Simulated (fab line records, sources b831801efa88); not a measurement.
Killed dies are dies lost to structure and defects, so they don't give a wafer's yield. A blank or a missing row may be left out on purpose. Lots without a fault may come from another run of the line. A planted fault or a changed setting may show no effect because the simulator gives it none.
fab line records | flow sky130
record lots=7 wafers=21 last_day=50
route steps=708 shown NWELL@82 PWDE@84 VT_ADJUST_HVTP@85 VT_ADJUST_LVTN@97 PAD_OPEN@708
lots that met no fault: from a run of the same line without faults
start_h: hours from the record's first day to the start of the lot's first wafer shown | wait_h: hours since the lot's step before | " the same as in the row above | L1.1+2: a row that stands for several wafers | - no value, or no start given | * or withheld: withheld | < > ~ a bound
route shown NAME@n: a module of which the file shows steps, and the number in the route of the first | usual: mean/standard deviation of fault-free wafers | same: alike in all rows | chamber/n: place in a boat | sites: the reading at each site | _std_site: their standard deviation | _edge_site: outer sites' mean less inner sites' | radius_mm: how far each site lies from the wafer's centre | mask NAME#n: copy n | behind: the tool/chamber that last shaped the wafer | hold: why the lot was held/for how many hours/how that ended | device: the transistor (n, p or np) that didn't switch | end of line: the same wafers' tests at the end of the route | a step without rows: its recipe alone | killed: dies lost to structure and defects at the first sort, not the wafer's yield | map: a wafer's dies, x killed, . not, _ none there
set.NAME: the setting as run; set.NAME@STEP: as run at that earlier step | model.NAME: the simulator's own value behind a step, which no gauge read
lots at some steps of the route; a table a step, a row a wafer
services: from which hour (start_h, from the record's first day; less than 0 if before it) a tool's chamber was out of use, for how many hours, and why
## steps
# step SKY_NWELL_RS_MEAS_29
# recipe thk_meas_gauge=four-point-probe
# usual NWELL_RS=624.7/1.7
# columns lot.wafer tool chamber start_h wait_h NWELL_RS[ohm/sq]
L256.1 film_metro-04 - 119.43 0.1 625.2
L256.2 " - " " 625.1
L256.5 " - " " 625.4
L257.4 film_metro-02 - 123.97 0.1 625.9
L257.5 " - " " 626.2
L257.6 " - " " 626.3
L269.1 film_metro-02 - 207.83 0.1 625.5
L269.4 " - " " 625.6
L269.6 " - " " 625.1
L272.3 film_metro-04 - 217.67 0.1 624.3
L272.5 " - " " 622.7
L272.6 " - " " 623.6
L274.4 film_metro-04 - 233.99 0.1 623.7
L274.5 " - " " 625.5
L274.6 " - " " 624.6
L275.3 film_metro-02 - 239.65 0.1 625.7
L275.4 " - " " 623.1
L275.6 " - " " 624.8
L276.2 film_metro-02 - 245.24 0.1 625.9
L276.3 " - " " 624.7
L276.4 " - " " 624.6
# step SKY_NWELL_RS_MEAS_31
# recipe thk_meas_gauge=four-point-probe
# usual PWDE_RS=5267/19
# columns lot.wafer tool chamber start_h wait_h PWDE_RS[ohm/sq]
L256.1 film_metro-04 - 119.67 0.1 5242
L256.2 " - " " 5257
L256.5 " - " " 5240
L257.4 film_metro-02 - 124.21 0.1 5283
L257.5 " - " " 5281
L257.6 " - " " 5269
L269.1 film_metro-02 - 208.07 0.1 5267
L269.4 " - " " 5257
L269.6 " - " " 5263
L272.3 film_metro-04 - 217.91 0.1 5255
L272.5 " - " " 5229
L272.6 " - " " 5248
L274.4 film_metro-04 - 234.23 0.1 5266
L274.5 " - " " 5261
L274.6 " - " " 5252
L275.3 film_metro-02 - 239.89 0.1 5271
L275.4 " - " " 5256
L275.6 " - " " 5246
L276.2 film_metro-02 - 245.48 0.1 5298
L276.3 " - " " 5269
L276.4 " - " " 5291
# step SKY_VT_ADJUST_HVTP_DEHYDRATE_00
# recipe temp_c=200 time_s=60
# step SKY_VT_ADJUST_HVTP_HMDS_01
# recipe prime_time_s=60 prime_temp_c=120
# step SKY_VT_ADJUST_HVTP_COAT_02
# recipe resist=NOVOLAK spin_rpm=3000 resist_thk_nm=1140
# step SKY_VT_ADJUST_HVTP_SOFTBAKE_03
# recipe temp_c=90 time_s=60 resist=NOVOLAK
# step SKY_VT_ADJUST_HVTP_EXPOSE_04
# recipe mask_id=HVTPM na=0.6 source_shape=conventional sigma_outer=0.6 polarization=unpolarized target_cd_nm=380 dose_mj=140
# step SKY_VT_ADJUST_HVTP_PEB_05
# recipe temp_c=withheld time_s=* resist=NOVOLAK
# step SKY_VT_ADJUST_HVTP_DEVELOP_06
# recipe resist=NOVOLAK developer=TMAH develop_time_s=60 dev_temp_c=23
# step SKY_VT_ADJUST_HVTP_CD_MEAS_07
# recipe target_cd_nm=380
# usual cd_nm=379.5/2.7
# columns lot.wafer tool chamber start_h wait_h cd_nm
L256.1 cd_sem-01 - 137.42 0.1 381.9
L256.2 " - " " 384.0
L256.5 " - " " 382.2
L257.4 cd_sem-02 - 142.91 0.1 380.0
L257.5 " - " " 378.7
L257.6 " - " " 377.8
L269.1 cd_sem-01 - 230.97 0.1 381.0
L269.4 " - " " 381.4
L269.6 " - " " 382.8
L272.3 cd_sem-01 - 240.41 0.1 379.3
L272.5 " - " " 382.5
L272.6 " - " " 377.7
L274.4 cd_sem-01 - 257.28 0.1 379.3
L274.5 " - " " 378.8
L274.6 " - " " 378.5
L275.3 cd_sem-02 - 262.51 0.1 378.7
L275.4 " - " " 377.6
L275.6 " - " " 380.6
L276.2 cd_sem-01 - 269.54 0.1 376.3
L276.3 " - " " 380.9
L276.4 " - " " 377.0
# step SKY_VT_ADJUST_HVTP_OVL_MEAS_08
# usual VT_ADJUST_HVTP_OVL=0.0/1.2
# columns lot.wafer tool chamber start_h wait_h VT_ADJUST_HVTP_OVL[nm]
L256.1 overlay-01 - 137.54 0.1 1.3
L256.2 " - " " 0.0
L256.5 " - " " 0.8
L257.4 overlay-02 - 142.99 0.1 0.1
L257.5 " - " " 0.3
L257.6 " - " " 2.0
L269.1 overlay-01 - 231.09 0.1 -2.2
L269.4 " - " " -2.2
L269.6 " - " " -1.5
L272.3 overlay-02 - 240.50 0.1 1.1
L272.5 " - " " -0.2
L272.6 " - " " -0.3
L274.4 overlay-01 - 257.35 0.1 -0.5
L274.5 " - " " 0.1
L274.6 " - " " 1.7
L275.3 overlay-02 - 262.60 0.1 -0.4
L275.4 " - " " -1.5
L275.6 " - " " -2.3
L276.2 overlay-02 - 269.65 0.1 0.0
L276.3 " - " " 0.7
L276.4 " - " " 0.0
# step SKY_VT_ADJUST_HVTP_IMPLANT_09
# recipe species=As energy_kev=150 dose_cm2=4.3e+12 tilt_deg=withheld
# usual dose_ions_cm2=4.3e+12/4.9e+09 faraday_current_uA=24.3/0.46
# columns lot.wafer tool chamber start_h wait_h dose_ions_cm2 faraday_current_uA
L256.1 implanter-04 0 137.58 0.0 4.306e+12 23.6
L256.2 " 0 " " 4.299e+12 24.0
L256.5 " 0 " " 4.298e+12 24.2
L257.4 implanter-02 0 143.08 0.1 4.294e+12 24.7
L257.5 " 0 " " 4.297e+12 24.0
L257.6 " 0 " " 4.295e+12 24.2
L269.1 implanter-01 0 231.13 0.0 4.298e+12 24.6
L269.4 " 0 " " 4.304e+12 24.1
L269.6 " 0 " " 4.297e+12 24.6
L272.3 implanter-01 0 240.58 0.1 4.301e+12 24.9
L272.5 " 0 " " 4.291e+12 24.4
L272.6 " 0 " " 4.302e+12 24.2
L274.4 implanter-01 0 257.45 0.1 3.952e+12 22.4
L274.5 " 0 " " 3.954e+12 22.0
L274.6 " 0 " " 3.938e+12 22.4
L275.3 implanter-01 0 262.68 0.1 3.954e+12 21.9
L275.4 " 0 " " 3.958e+12 22.2
L275.6 " 0 " " 3.951e+12 22.6
L276.2 implanter-01 0 269.70 0.0 3.954e+12 23.0
L276.3 " 0 " " 3.947e+12 21.6
L276.4 " 0 " " 3.956e+12 21.4
# step SKY_VT_ADJUST_HVTP_STRIP_10
# recipe chemistry=O2/N2 power_w=1400 pressure_mtorr=1500 platen_temp_c=withheld o2_flow_sccm=3000 n2_flow_sccm=300 overash_fraction=0.5
# usual drypump_motor_current_A=5.9/0.41 oes_product_au=0.716/0.0045 strip_time_to_endpoint_s=14.19/0.04
# columns lot.wafer tool chamber start_h wait_h drypump_motor_current_A oes_product_au rf_hours_counter_h strip_time_to_endpoint_s
L256.1 plasma_asher-01 0 137.73 0.1 6.4 0.705 47 14.26
L256.2 " 1 " " 5.9 0.721 47 14.23
L256.5 " 0 " " 6.4 0.710 - 14.23
L257.4 plasma_asher-01 0 143.19 0.1 6.4 0.708 - 14.14
L257.5 " 1 " " 5.9 0.713 - 14.12
L257.6 " 0 " " 6.4 0.712 - 14.14
L269.1 plasma_asher-01 1 231.28 0.1 6.0 0.713 55 14.20
L269.4 " 0 " " 6.4 0.716 - 14.20
L269.6 " 1 " " 5.9 0.717 - 14.18
L272.3 plasma_asher-01 0 240.71 0.1 6.4 0.716 - 14.20
L272.5 " 1 " " 5.9 0.719 - 14.20
L272.6 " 0 " " 6.4 0.724 - 14.17
L274.4 plasma_asher-01 1 257.56 0.1 5.9 0.713 - 14.19
L274.5 " 1 " " 5.9 0.717 - 14.19
L274.6 " 0 " " 6.4 0.711 - 14.21
L275.3 plasma_asher-01 0 262.81 0.1 6.4 0.713 - 14.20
L275.4 " 1 " " 5.9 0.713 - 14.24
L275.6 " 1 " " 5.9 0.714 - 14.26
L276.2 plasma_asher-03 0 269.83 0.1 6.4 0.718 58 14.18
L276.3 " 0 " " 6.4 0.716 - 14.19
L276.4 " 1 " " 6.1 0.719 - 14.18
# step SKY_VT_ADJUST_HVTP_TW_MEAS_11
# usual VT_ADJUST_HVTP_TW=1359/6.4
# columns lot.wafer tool chamber start_h wait_h VT_ADJUST_HVTP_TW
L256.1 film_metro-01 - 137.83 0.1 1364
L256.2 " - " " 1362
L256.5 " - " " 1359
L257.4 film_metro-02 - 143.29 0.1 1360
L257.5 " - " " 1359
L257.6 " - " " 1362
L269.1 film_metro-02 - 231.38 0.1 1365
L269.4 " - " " 1358
L269.6 " - " " 1361
L272.3 film_metro-01 - 240.80 0.1 1347
L272.5 " - " " 1348
L272.6 " - " " 1356
L274.4 film_metro-04 - 257.65 0.1 1319
L274.5 " - " " 1323
L274.6 " - " " 1326
L275.3 film_metro-01 - 262.90 0.1 1325
L275.4 " - " " 1320
L275.6 " - " " 1317
L276.2 film_metro-01 - 269.94 0.1 1323
L276.3 " - " " 1325
L276.4 " - " " 1324
# step SKY_VT_ADJUST_LVTN_DEHYDRATE_00
# recipe temp_c=200 time_s=60
# step SKY_PAD_OPEN_PROBE_99
# usual killed_at_M0_to_M3=44/7.1 killed_at_M4_up=3.3/1.8 killed_at_contacts=24/5.1 killed_at_front_end=16/4.7 killed_at_other=0.3/0.52 killed_dies=87/9.7 killed_open=47/6.8 killed_short=39/6.7
# same gross_dies=492 killed_at_back_side=0
# columns lot.wafer tool chamber start_h wait_h killed_at_M0_to_M3 killed_at_M4_up killed_at_contacts killed_at_front_end killed_at_other killed_dies killed_open killed_short model.etest.tip_p.rs_ohm_sq model.etest.pfet_01v8.drive_ua_um model.etest.pfet_01v8_mvt.drive_ua_um model.etest.pfet_01v8_mvt.off_log10_a_um model.etest.pfet_01v8.off_log10_a_um model.etest.sram_pfet_latch.off_log10_a_um model.etest.pfet_01v8_hvt.off_log10_a_um model.etest.pfet_01v8_mvt.vt_sat_v
L256.1 prober-02 - 1083.85 0.1 37 5 24 16 0 82 43 39 6874 200.7 157.3 -10.51 -9.327 -12.5 -12.8 -0.5579
L256.2 prober-02 - 1083.90 0.1 51 4 33 19 1 108 59 49 6880 198.1 155.9 -10.66 -9.602 -12.81 -13.06 -0.5671
L256.5 prober-02 - 1084.05 0.2 46 3 16 20 0 85 45 40 6884 201.5 157 -10.53 -9.214 -12.81 -12.86 -0.5627
L257.4 prober-01 - 1089.39 0.2 39 2 24 13 1 79 41 38 6992 192.1 151.4 -10.76 -9.634 -13.02 -13 -0.5665
L257.5 prober-01 - 1089.44 0.2 46 7 22 15 0 90 49 40 6975 187.3 148.8 -10.82 -9.873 -12.67 -13.13 -0.5739
L257.6 prober-01 - 1089.49 0.2 48 5 23 16 0 92 48 44 6994 188.9 149.4 -10.82 -9.871 -12.97 -13.27 -0.5774
L269.1 prober-02 - 1168.74 0.1 44 3 25 21 0 93 50 41 6895 192.4 151.3 -10.86 -9.825 -12.72 -13.07 -0.5766
L269.4 prober-02 - 1168.89 0.2 39 2 30 19 0 90 49 39 6884 187.7 148.6 -10.86 -9.9 -13.09 -13.03 -0.5813
L269.6 prober-02 - 1168.99 0.2 42 3 34 15 1 95 61 34 6857 191 151.3 -10.94 -9.914 -12.86 -13.11 -0.5842
L272.3 prober-02 - 1172.57 0.2 39 3 32 14 0 88 45 43 6885 187.8 146.1 -10.96 -9.891 -12.6 -13.14 -0.581
L272.5 prober-02 - 1172.67 0.2 33 2 15 14 0 64 42 22 6924 194.1 150.8 -10.89 -9.471 -12.74 -12.95 -0.577
L272.6 prober-02 - 1172.72 0.2 43 2 21 14 0 80 41 39 6939 180.1 143.3 -11.12 -10.31 -13.18 -13.32 -0.5991
L274.4 prober-02 - 1181.21 0.2 34 3 23 10 0 70 40 30 6811 194.1 153.8 -10.32 -9.221 -12.67 -12.92 -0.5293
L274.5 prober-02 - 1181.26 0.2 51 5 26 25 1 108 51 54 6788 197.2 156.2 -10.16 -9.209 -12.68 -13.07 -0.5231
L274.6 prober-02 - 1181.31 0.2 47 3 30 15 1 96 55 40 6810 191.1 151.6 -10.42 -9.38 -12.62 -13.01 -0.5378
L275.3 prober-01 - 1188.25 0.2 36 3 19 18 0 76 42 34 6668 204.7 161 -9.81 -8.901 -12.19 -12.74 -0.4878
L275.4 prober-01 - 1188.30 0.2 35 1 26 11 1 74 49 25 6690 202.1 161.6 -9.896 -9.027 -12.45 -12.89 -0.4925
L275.6 prober-01 - 1188.40 0.2 50 1 23 11 0 85 40 44 6704 198.2 158.7 -9.856 -9.148 -12.34 -12.87 -0.4994
L276.2 prober-02 - 1192.22 0.1 40 1 38 17 1 97 57 39 6554 213.4 167.6 -9.143 -8.644 -12.35 -12.56 -0.436
L276.3 prober-02 - 1192.27 0.2 43 1 28 11 1 84 41 42 6561 208 167.5 -9.241 -8.837 -12.22 -12.62 -0.4375
L276.4 prober-02 - 1192.32 0.2 31 1 25 13 2 72 44 26 6521 209.2 167.9 -9.209 -8.708 -12.08 -12.55 -0.4373
# killed by level:class
L256.1 CONTACT:geometric_particle:open=8 CONTACT:geometric_particle:short=8 FIELD_ISO:geometric_particle:open=7 VIA1:geometric_particle:open=7 LI_CONTACT:geometric_particle:open=6 FIELD_ISO:geometric_particle:short=5 METAL1:geometric_particle:short=5 METAL2:geometric_particle:short=4
L256.2 LI_CONTACT:geometric_particle:open=12 CONTACT:geometric_particle:open=12 METAL2:geometric_particle:short=10 FIELD_ISO:geometric_particle:open=8 VIA1:geometric_particle:open=7 VIA2:geometric_particle:open=7 VIA3:geometric_particle:open=6 METAL1:geometric_particle:short=6
L256.5 VIA1:geometric_particle:open=9 VIA3:geometric_particle:open=7 FIELD_ISO:geometric_particle:open=6 FIELD_ISO:geometric_particle:short=6 CONTACT:geometric_particle:open=5 VIA2:geometric_particle:short=5 CONTACT:geometric_particle:short=4 METAL1:geometric_particle:open=4
L257.4 CONTACT:geometric_particle:open=9 METAL2:geometric_particle:short=9 CONTACT:geometric_particle:short=8 METAL1:geometric_particle:short=6 VIA2:geometric_particle:open=6 POLY_GATE:geometric_particle:open=4 LI_CONTACT:geometric_particle:open=4 VIA1:geometric_particle:open=4
L257.5 LI_CONTACT:geometric_particle:open=8 VIA1:geometric_particle:open=8 VIA3:geometric_particle:open=8 VIA2:geometric_particle:open=8 CONTACT:geometric_particle:open=6 VIA1:geometric_particle:short=6 METAL1:geometric_particle:short=5 FIELD_ISO:geometric_particle:short=4
L257.6 VIA1:geometric_particle:open=10 VIA2:geometric_particle:open=9 METAL2:geometric_particle:short=7 VIA3:geometric_particle:open=7 LI_CONTACT:geometric_particle:open=6 FIELD_ISO:geometric_particle:open=5 LI_CONTACT:geometric_particle:short=5 CONTACT:geometric_particle:short=5
L269.1 VIA1:geometric_particle:open=16 CONTACT:geometric_particle:open=11 POLY_GATE:geometric_particle:short=8 METAL2:geometric_particle:short=7 VIA3:geometric_particle:open=6 LI_CONTACT:geometric_particle:open=5 POLY_GATE:geometric_particle:open=4 CONTACT:geometric_particle:short=4
L269.4 CONTACT:geometric_particle:open=13 METAL2:geometric_particle:short=12 LI_CONTACT:geometric_particle:open=9 VIA1:geometric_particle:open=7 VIA2:geometric_particle:open=6 LOCAL_INTERCONNECT:geometric_particle:short=4 FIELD_ISO:geometric_particle:short=3 FIELD_ISO:geometric_particle:open=3
L269.6 VIA1:geometric_particle:open=16 CONTACT:geometric_particle:open=15 LI_CONTACT:geometric_particle:open=11 VIA3:geometric_particle:open=6 CONTACT:geometric_particle:short=5 FIELD_ISO:geometric_particle:short=4 POLY_GATE:geometric_particle:short=4 METAL2:geometric_particle:short=4
L272.3 VIA1:geometric_particle:open=10 LI_CONTACT:geometric_particle:open=8 CONTACT:geometric_particle:short=8 LI_CONTACT:geometric_particle:short=7 CONTACT:geometric_particle:open=5 VIA1:geometric_particle:short=5 METAL2:geometric_particle:short=5 POLY_GATE:geometric_particle:short=4
L272.5 VIA1:geometric_particle:open=7 VIA3:geometric_particle:open=7 CONTACT:geometric_particle:open=6 VIA2:geometric_particle:open=6 FIELD_ISO:geometric_particle:open=4 LI_CONTACT:geometric_particle:open=4 FIELD_ISO:geometric_particle:short=3 POLY_GATE:geometric_particle:short=3
L272.6 VIA1:geometric_particle:open=10 VIA1:geometric_particle:short=9 VIA2:geometric_particle:open=9 CONTACT:geometric_particle:open=7 LOCAL_INTERCONNECT:geometric_particle:short=5 FIELD_ISO:geometric_particle:short=4 CONTACT:geometric_particle:short=4 VIA3:geometric_particle:open=4
L274.4 CONTACT:geometric_particle:open=13 VIA1:geometric_particle:open=8 METAL2:geometric_particle:short=5 FIELD_ISO:geometric_particle:open=4 LI_CONTACT:geometric_particle:open=4 VIA2:geometric_particle:open=4 METAL3:geometric_particle:short=4 LOCAL_INTERCONNECT:geometric_particle:short=3
L274.5 CONTACT:geometric_particle:open=10 VIA1:geometric_particle:open=9 POLY_GATE:geometric_particle:short=7 POLY_GATE:geometric_particle:open=7 VIA2:geometric_particle:open=7 METAL2:geometric_particle:short=7 LOCAL_INTERCONNECT:geometric_particle:short=6 VIA1:geometric_particle:short=5
L274.6 LI_CONTACT:geometric_particle:open=11 CONTACT:geometric_particle:open=10 METAL2:geometric_particle:short=8 VIA2:geometric_particle:short=8 VIA1:geometric_particle:open=7 FIELD_ISO:geometric_particle:open=6 VIA2:geometric_particle:open=6 CONTACT:geometric_particle:short=4
L275.3 VIA1:geometric_particle:open=10 LI_CONTACT:geometric_particle:open=7 FIELD_ISO:geometric_particle:open=6 CONTACT:geometric_particle:open=5 METAL2:geometric_particle:short=5 FIELD_ISO:geometric_particle:short=4 VIA3:geometric_particle:short=4 POLY_GATE:geometric_particle:open=4
L275.4 CONTACT:geometric_particle:open=12 VIA3:geometric_particle:open=8 VIA1:geometric_particle:open=7 VIA2:geometric_particle:open=7 LI_CONTACT:geometric_particle:open=5 FIELD_ISO:geometric_particle:open=4 METAL2:geometric_particle:short=4 POLY_GATE:geometric_particle:open=3
L275.6 CONTACT:geometric_particle:open=11 VIA2:geometric_particle:open=10 VIA2:geometric_particle:short=7 VIA1:geometric_particle:short=6 METAL2:geometric_particle:short=6 VIA3:geometric_particle:open=6 CONTACT:geometric_particle:short=5 METAL1:geometric_particle:short=5
L276.2 CONTACT:geometric_particle:open=15 VIA3:geometric_particle:open=9 LI_CONTACT:geometric_particle:open=8 VIA1:geometric_particle:open=8 LOCAL_INTERCONNECT:geometric_particle:short=6 FIELD_ISO:geometric_particle:short=5 POLY_GATE:geometric_particle:short=5 CONTACT:geometric_particle:short=5
L276.3 CONTACT:geometric_particle:open=11 METAL3:geometric_particle:short=8 VIA1:geometric_particle:open=8 METAL2:geometric_particle:short=7 LI_CONTACT:geometric_particle:open=6 FIELD_ISO:geometric_particle:open=4 LI_CONTACT:geometric_particle:short=4 LOCAL_INTERCONNECT:geometric_particle:short=4
L276.4 CONTACT:geometric_particle:open=11 VIA1:geometric_particle:open=8 VIA2:geometric_particle:open=7 FIELD_ISO:geometric_particle:open=6 LOCAL_INTERCONNECT:geometric_particle:short=5 VIA3:geometric_particle:open=5 LI_CONTACT:geometric_particle:open=4 CONTACT:geometric_particle:short=4
## services
# columns tool chamber start_h hours kind
implanter-02 - 114.02 5.2 pm
plasma_asher-01 - 167.51 2.8 pm
implanter-04 - 214.64 4.1 repair
implanter-04 - 250.16 0.9 repair
## key
first_sign step=SKY_VT_ADJUST_HVTP_IMPLANT_09 reading=dose_ions_cm2 direction=down sigmas=71 usual=* struck=*
effect step=SKY_VT_ADJUST_HVTP_IMPLANT_09 reading=faraday_current_uA direction=down sigmas=4.5 usual=24.3 struck=22.2
effect step=SKY_VT_ADJUST_HVTP_TW_MEAS_11 reading=VT_ADJUST_HVTP_TW direction=down sigmas=5.8 usual=1359 struck=1322
model_effect step=SKY_PAD_OPEN_PROBE_99 value=etest.tip_p.rs_ohm_sq without=6891 struck=6678
met_at SKY_VT_ADJUST_HVTP_IMPLANT_09
struck_wafers L274.4,L274.5,L274.6,L275.3,L275.4,L275.6,L276.2,L276.3,L276.4
tester_left_out L274,L275,L276
onset_between 240.58 257.45
fault kind=process_parameter_drift tool=implanter-01 chamber=- onset_h=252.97 steps=SKY_VT_ADJUST_HVTP_IMPLANT_09 channel=dose_cm2 offset=* shape=step end_h=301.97 acts_in=* stated=*
# tester_left_out: of these lots the tester's yield and bins aren't shown, on N5 and GAA mostly nor the transistor test; their killed dies are dies lost to structure and defects alone, not to doping, threshold or leakage, so they don't give the yield
